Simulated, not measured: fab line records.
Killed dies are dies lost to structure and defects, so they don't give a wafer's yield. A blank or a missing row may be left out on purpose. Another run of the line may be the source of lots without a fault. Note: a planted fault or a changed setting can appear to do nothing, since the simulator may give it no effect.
Matching of chambers -- flow gf180mcu -- 3 sister chambers for GF_V2_CVD_02 on pecvd-01
The step deposits SiO2 from TEOS, target thk 850 nm, time 94.851 s. 14 wafers are shown with their chamber, then 7 later ones without.

== WAFERS, EACH WITH ITS CHAMBER ==
wafer,chamber,heater_power_w (W)
L400.2,2,515
L400.5,0,714
L400.6,2,531
L401.1,2,501
L401.2,0,755
L401.4,0,599
L403.2,0,727
L403.4,0,575
L403.5,1,523
L406.1,0,657
L406.2,1,444
L406.4,1,497
L418.1,1,531
L418.3,0,652

SIGNATURES, as means of the wafers listed above
reading,chamber 0,chamber 1,chamber 2,scatter within a chamber
heater_power_w,668.43,498.75,515.67,54
Rule: distance of a wafer from a chamber = root of the sum over the readings of ((wafer's reading minus chamber's mean) / reading's scatter) squared. If the next closest chamber is less than 2 further off than the closest, the wafer can't be placed; otherwise it belongs to the closest. The scatter: take each reading less its chamber's mean, square it, sum over the shown wafers, divide by the number of wafers less the number of chambers, and take the root.

== WAFERS MISSING THEIR CHAMBER ==
wafer,heater_power_w (W)
L418.4,410
L421.1,421
L421.2,732
L421.5,593
L422.3,590
L422.5,672
L422.6,500

== THE CHAMBER EACH PASSED THROUGH ==
wafer,from the rows above,in truth
L418.4,can't be placed: 1 or 2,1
L421.1,can't be placed: 1 or 2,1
L421.2,0,0
L421.5,can't be placed: 0 or 2 or 1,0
L422.3,can't be placed: 2 or 0 or 1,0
L422.5,0,0
L422.6,can't be placed: 1 or 2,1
Correctly placed: 2 of 7. Unplaceable from these rows: 5, with the true chamber sitting among the candidates in 5. Number placed wrongly: 0.
